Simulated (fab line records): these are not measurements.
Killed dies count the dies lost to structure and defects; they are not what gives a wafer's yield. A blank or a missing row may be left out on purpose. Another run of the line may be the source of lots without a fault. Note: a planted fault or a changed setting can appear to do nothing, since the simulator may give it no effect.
What tool caused it? + flow gf180mcu + 6 lots, 18 wafers sampled, at 2 steps of a route of 602

WHAT THE GAUGES READ, wafer by wafer
GF_V3_THK_MEAS_25: measures by xrf.
| lot  | measured     | on            | V3_W_THK (nm) |
|------|--------------|---------------|---------------|
| L214 | day 22 17:38 | film metro-02 | 343 335 345   |
| L224 | day 26 04:35 | film metro-04 | 344 340 344   |
| L227 | day 27 07:19 | film metro-04 | 337 332 333   |
| L229 | day 27 23:42 | film metro-01 | 341 335 339   |
| L232 | day 28 19:49 | film metro-04 | 345 340 342   |
| L235 | day 29 10:38 | film metro-02 | 334 337 341   |

TOOL THAT RAN EACH LOT (tool first, then ch and the chambers of the sampled wafers, then the start)
| lot  | GF_M3_SPUTTER_01             |
|------|------------------------------|
| L214 | pvd sputter-04, day 20 15:16 |
| L224 | pvd sputter-04, day 24 06:44 |
| L227 | pvd sputter-04, day 25 11:27 |
| L229 | pvd sputter-04, day 26 03:42 |
| L232 | pvd sputter-02, day 27 01:46 |
| L235 | pvd sputter-03, day 27 17:16 |
- GF_M3_SPUTTER_01: material TiN, target thk 30 nm, time 25 s.

THE ANSWER, worked out from the rows above alone
Rule: what is usual is taken from the lots themselves. The widest of any qualifying gaps counts: lots, ordered by their means at a reading, are off when they make up no more than a third of the lots, leave a main group of 4 or more, and stand apart from it by 3 or more times the standard deviation of that group's means. The tables above print the reading to a certain number of digits; a main group whose means all agree to those digits is not used. Also off: a lot with no number at a reading for which 4 or more lots have one. Any other lot the step has rows for is counted as sound.
None of the lots is off at any reading shown; this tells nothing.

WHAT THE SIMULATOR HAD PUT IN
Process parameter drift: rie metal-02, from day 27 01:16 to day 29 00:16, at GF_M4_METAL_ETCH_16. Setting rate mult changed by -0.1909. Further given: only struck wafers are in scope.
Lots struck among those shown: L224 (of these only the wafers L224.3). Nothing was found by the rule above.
